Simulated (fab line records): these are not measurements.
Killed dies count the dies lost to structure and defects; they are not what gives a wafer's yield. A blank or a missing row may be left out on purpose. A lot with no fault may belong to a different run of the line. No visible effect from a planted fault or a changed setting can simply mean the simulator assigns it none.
2 desks looking at one fault ; flow sky130 ; each desk holds nothing but its own numbers, with what lay behind them at the end

METROLOGY DESK
Means of the sampled wafers that have a number, per lot and without regard to the tool the lot ran on: this is what the gauges read. The brackets show how far a lot's mean lies from the usual mean; more than 4 standard deviations puts the lot out of limits, marked OUT.
Columns: A = SPACER_CVD_00_THK at SKY_SPACER_THK_MEAS_01, usual 43.3 nm; B = LI_CONTACT_BOW at SKY_LI_CONTACT_BOW_MEAS_03, usual 55 um; C = cd-nm at SKY_LI_CONTACT_CD_MEAS_12, usual 169.5 nm
lot;first seen here;A;B;C
L998;day 23 15:17;42.9;51;166.0
L103;day 25 13:27;43.5;64;167.9
L104;day 25 18:43;43.4;60;171.8
L105;day 26 06:41;43.7;52;169.6
L110;day 27 23:00;43.8;63;168.6
L112;day 28 23:16;43.8;55;167.6
L113;day 29 03:28;43.5;56;169.7
L114;day 29 17:51;42.8;54;168.1
L115;day 29 20:29;43.0;53;170.8
L116;day 30 04:17;43.1;54;170.2
L117;day 30 10:04;42.9;57;170.4
L118;day 30 19:47;43.6;46;169.3
This desk found nothing out of limits on any of the 12 lots.

AT THE TOOL OWNER'S DESK: cmp-01
The tool's own readings at SKY_LI_CONTACT_CMP_02 (polishes PSG): means of the sampled wafers that have a number, for each lot that ran on this tool. The brackets show how far a lot's mean lies from the usual mean; more than 4 standard deviations puts the lot out of limits, marked OUT.
Columns: A = motor-current-A at SKY_LI_CONTACT_CMP_02, usual 11.0 A; B = time-to-endpoint-s at SKY_LI_CONTACT_CMP_02, usual 33.6 s
lot;first seen here;A;B
L103;day 30 09:07;10.3;28.0
L104;day 30 14:40;12.2;29.8
L105;day 31 03:06;10.2;35.2
L114;day 34 07:45;11.0;31.7
L116;day 34 18:37;11.8;33.2
This desk found nothing out of limits on any of the 5 lots.

BROUGHT TOGETHER
Metrology desk: nothing out of limits seen.
Nothing out of limits was seen by the tool owner's desk.

WHAT HAD BEEN PUT IN BY THE SIMULATOR
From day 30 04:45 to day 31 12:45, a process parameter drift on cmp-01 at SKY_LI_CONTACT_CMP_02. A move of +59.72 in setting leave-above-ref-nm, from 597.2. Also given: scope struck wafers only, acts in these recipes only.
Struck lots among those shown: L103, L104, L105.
